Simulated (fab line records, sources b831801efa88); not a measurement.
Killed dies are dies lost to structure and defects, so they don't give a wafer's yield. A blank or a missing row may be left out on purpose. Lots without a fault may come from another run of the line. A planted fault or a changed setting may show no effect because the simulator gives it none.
Tool commonality check | flow sky130 | 13 lots, 39 wafers sampled

WHY IT WAS OPENED
At SKY_FIELD_ISO_THK_MEAS_02 the reading FIELD_ISO_OXIDATION_00_THK is flagged on 2 of 13 lots. Wafers without a fault read 12.15 nm, standard deviation 0.25.
Rule: a lot is flagged when every wafer of it that has a number lies more than 4 standard deviations from that mean, or none has a number. The other lots count as sound.

lot  | measured    | on            | FIELD_ISO_OXIDATION_00_THK (nm), wafer by wafer | flag
L325 | day 1 13:04 | film_metro-02 | 12.14 12.36 11.97                               |
L326 | day 1 17:26 | film_metro-03 | 12.28 12.10 12.51                               |
L327 | day 1 22:02 | film_metro-01 | 11.58 11.70 11.70                               |
L329 | day 2 07:44 | film_metro-03 | 12.32 12.30 12.43                               |
L331 | day 2 17:38 | film_metro-03 | 12.06 12.12 12.11                               |
L332 | day 2 22:50 | film_metro-01 | 12.29 12.21 12.18                               |
L334 | day 3 09:36 | film_metro-03 | 12.00 12.09 11.87                               |
L336 | day 3 19:19 | film_metro-03 | 11.98 12.31 12.00                               |
L342 | day 5 06:48 | film_metro-03 | 10.52 10.43 10.51                               | FLAGGED
L343 | day 5 06:48 | film_metro-01 | 10.13 10.15 10.21                               | FLAGGED
L344 | day 5 17:50 | film_metro-03 | 12.38 12.54 12.37                               |
L345 | day 5 17:52 | film_metro-02 | 12.42 12.57 12.39                               |
L348 | day 6 06:52 | film_metro-03 | 12.06 11.99 11.91                               |
The numbers of the flagged lots are 10.32 nm on average: -1.83 nm against the usual, or -7 standard deviations.

WHICH TOOL RAN EACH LOT
The record holds 1 process step before the reading, out of a route of 708 steps. In each cell: the tool, then ch and the chambers that the sampled wafers went through, then the start.
lot  | flag    | SKY_FIELD_ISO_OXIDATION_01
L325 |         | furnace-01 ch 0, day 1 11:34
L326 |         | furnace-01 ch 0, day 1 15:55
L327 |         | furnace-02 ch 0, day 1 20:32
L329 |         | furnace-01 ch 0, day 2 06:14
L331 |         | furnace-01 ch 0, day 2 16:07
L332 |         | furnace-02 ch 0, day 2 21:19
L334 |         | furnace-02 ch 0, day 3 08:05
L336 |         | furnace-02 ch 0, day 3 17:48
L342 | FLAGGED | furnace-01 ch 0, day 5 05:17
L343 | FLAGGED | furnace-01 ch 0, day 5 05:17
L344 |         | furnace-02 ch 0, day 5 16:19
L345 |         | furnace-02 ch 0, day 5 16:19
L348 |         | furnace-02 ch 0, day 6 05:20
What these steps do:
- SKY_FIELD_ISO_OXIDATION_01: stabilise 600 s, purge 300 s, target thk 12 nm.
- SKY_FIELD_ISO_THK_MEAS_02

FLAGGED OVER TOTAL, TOOL BY TOOL (the gauges that took the reading come last)
step                       | tool          | lots run | flagged | share of the flagged lots | sound lots run after its first flagged lot
SKY_FIELD_ISO_OXIDATION_01 | furnace-01    | 6        | 2       | all                       | 0
SKY_FIELD_ISO_OXIDATION_01 | furnace-02    | 7        | 0       | none                      | -
SKY_FIELD_ISO_THK_MEAS_02  | film_metro-01 | 3        | 1       | some                      | 0
SKY_FIELD_ISO_THK_MEAS_02  | film_metro-02 | 2        | 0       | none                      | -
SKY_FIELD_ISO_THK_MEAS_02  | film_metro-03 | 8        | 1       | some                      | 2 (L344,L348)

WHAT THE TABLE ALLOWS
1 row of the table ran every flagged lot: furnace-01 at SKY_FIELD_ISO_OXIDATION_01.
- furnace-01 at SKY_FIELD_ISO_OXIDATION_01: 2 of its 6 lots flagged. Its last sound lot is L331 (day 2 16:07), its first flagged lot L342 (day 5 05:17): a fault that began between those two fits.
One tool is left: furnace-01 at SKY_FIELD_ISO_OXIDATION_01.

WHAT THE SIMULATOR HAD PUT IN
Process parameter drift: furnace-01, from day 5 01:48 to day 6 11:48, at SKY_FIELD_ISO_OXIDATION_01. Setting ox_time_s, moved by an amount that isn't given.
Lots struck among those shown: L342, L343. The rule above found the same.
